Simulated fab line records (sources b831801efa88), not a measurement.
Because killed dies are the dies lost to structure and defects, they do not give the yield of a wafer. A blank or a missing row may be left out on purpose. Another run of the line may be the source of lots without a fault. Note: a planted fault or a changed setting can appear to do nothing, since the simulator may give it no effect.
Which tool did it? :: flow sky130 :: 21 wafers from 7 lots sampled at 2 of the route's 708 steps

== WHAT EACH GAUGE READ, for each wafer ==
SKY_POLY_GATE_OVL_MEAS_14.
lot: L895
measured: day 17 16:24
on: overlay-02
POLY_GATE_OVL (nm): 4 4 3

lot: L904
measured: day 21 06:24
on: overlay-02
POLY_GATE_OVL (nm): 14 13 6

lot: L906
measured: day 21 16:50
on: overlay-01
POLY_GATE_OVL (nm): 7 8 3

lot: L908
measured: day 22 13:48
on: overlay-01
POLY_GATE_OVL (nm): 1 9 9

lot: L910
measured: day 23 08:03
on: overlay-02
POLY_GATE_OVL (nm): 0 3 6

lot: L912
measured: day 23 20:53
on: overlay-01
POLY_GATE_OVL (nm): 3 13 17

lot: L914
measured: day 24 17:29
on: overlay-01
POLY_GATE_OVL (nm): -4 -3 -3

== WHICH TOOL RAN EACH LOT (tool, then ch and the chambers of the sampled wafers, then the start) ==
lot: L895
SKY_NWELL_IMPLANT_24: implanter-03 ch 0, day 6 08:08

lot: L904
SKY_NWELL_IMPLANT_24: implanter-02 ch 0, day 8 15:23

lot: L906
SKY_NWELL_IMPLANT_24: implanter-04 ch 0, day 9 00:13

lot: L908
SKY_NWELL_IMPLANT_24: implanter-02 ch 0, day 9 14:31

lot: L910
SKY_NWELL_IMPLANT_24: implanter-04 ch 0, day 10 02:14

lot: L912
SKY_NWELL_IMPLANT_24: implanter-03 ch 0, day 10 14:07

lot: L914
SKY_NWELL_IMPLANT_24: implanter-03 ch 0, day 11 04:58
- SKY_NWELL_IMPLANT_24

== THE ANSWER, worked out from the rows above alone ==
Rule: what is usual is taken from the lots themselves. Put in order of their means at a reading, lots are off if they are a third of the lots or fewer, leave a main group of 4 or more, and stand apart from it by a gap of 3 or more times the standard deviation of the main group's means; of several such gaps the widest counts. The tables above print the reading to a certain number of digits; a main group whose means all agree to those digits is not used. Also off: a lot with no number at a reading for which 4 or more lots have one. All remaining lots with rows at the step are treated as sound.
Across all readings shown, no lot is off: no conclusion can be drawn from this.

== WHAT WAS PUT IN BY THE SIMULATOR ==
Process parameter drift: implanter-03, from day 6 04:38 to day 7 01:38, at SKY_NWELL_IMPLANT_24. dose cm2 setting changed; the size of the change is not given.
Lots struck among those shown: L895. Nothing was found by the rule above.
